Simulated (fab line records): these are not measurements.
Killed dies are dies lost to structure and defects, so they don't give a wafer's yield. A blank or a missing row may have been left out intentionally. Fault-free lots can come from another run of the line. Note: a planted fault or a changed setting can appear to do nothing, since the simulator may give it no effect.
Which of the tools did it? || flow gf180mcu || 21 wafers from 7 lots sampled at 2 of the route's 602 steps

== WHAT EACH GAUGE READ, for each wafer ==
GF_HV_LDD_TW_MEAS_23.
{"lot": "L858", "measured": "day 11 03:41", "on": "film metro-01", "HV_LDD_2_TW": "1057 1061 1055"}
{"lot": "L861", "measured": "day 11 22:04", "on": "film metro-02", "HV_LDD_2_TW": "1031 1030 1031"}
{"lot": "L864", "measured": "day 13 01:10", "on": "film metro-01", "HV_LDD_2_TW": "1065 1065 1064"}
{"lot": "L866", "measured": "day 13 17:24", "on": "film metro-01", "HV_LDD_2_TW": "1064 1073 1066"}
{"lot": "L874", "measured": "day 16 04:09", "on": "film metro-03", "HV_LDD_2_TW": "1001 1007 1000"}
{"lot": "L878", "measured": "day 17 13:09", "on": "film metro-01", "HV_LDD_2_TW": "1071 1064 1071"}
{"lot": "L880", "measured": "day 18 07:51", "on": "film metro-03", "HV_LDD_2_TW": "1030 1037 1034"}

== EACH LOT AND THE TOOL THAT RAN IT (in order: tool; ch and the chambers of the sampled wafers; start) ==
{"lot": "L858", "GF_HV_LDD_IMPLANT_21": "implanter-04 ch 0, day 11 03:26"}
{"lot": "L861", "GF_HV_LDD_IMPLANT_21": "implanter-03 ch 0, day 11 21:49"}
{"lot": "L864", "GF_HV_LDD_IMPLANT_21": "implanter-03 ch 0, day 13 00:57"}
{"lot": "L866", "GF_HV_LDD_IMPLANT_21": "implanter-04 ch 0, day 13 17:09"}
{"lot": "L874", "GF_HV_LDD_IMPLANT_21": "implanter-01 ch 0, day 16 03:54"}
{"lot": "L878", "GF_HV_LDD_IMPLANT_21": "implanter-03 ch 0, day 17 12:54"}
{"lot": "L880", "GF_HV_LDD_IMPLANT_21": "implanter-04 ch 0, day 18 07:36"}
- GF_HV_LDD_IMPLANT_21

== THE ANSWER, worked out from the rows above alone ==
Rule: what is usual is taken from the lots themselves. The widest of any qualifying gaps counts: lots, ordered by their means at a reading, are off when they make up no more than a third of the lots, leave a main group of 4 or more, and stand apart from it by 3 or more times the standard deviation of that group's means. If all means in a main group match to the digits the tables above print for the reading, that group is not used. Also off: a lot with no number at a reading for which 4 or more lots have one. Where the step has rows for the other lots, those lots are counted as sound.
Across all readings shown, no lot is off: no conclusion can be drawn from this.

== WHAT WAS PUT IN BY THE SIMULATOR ==
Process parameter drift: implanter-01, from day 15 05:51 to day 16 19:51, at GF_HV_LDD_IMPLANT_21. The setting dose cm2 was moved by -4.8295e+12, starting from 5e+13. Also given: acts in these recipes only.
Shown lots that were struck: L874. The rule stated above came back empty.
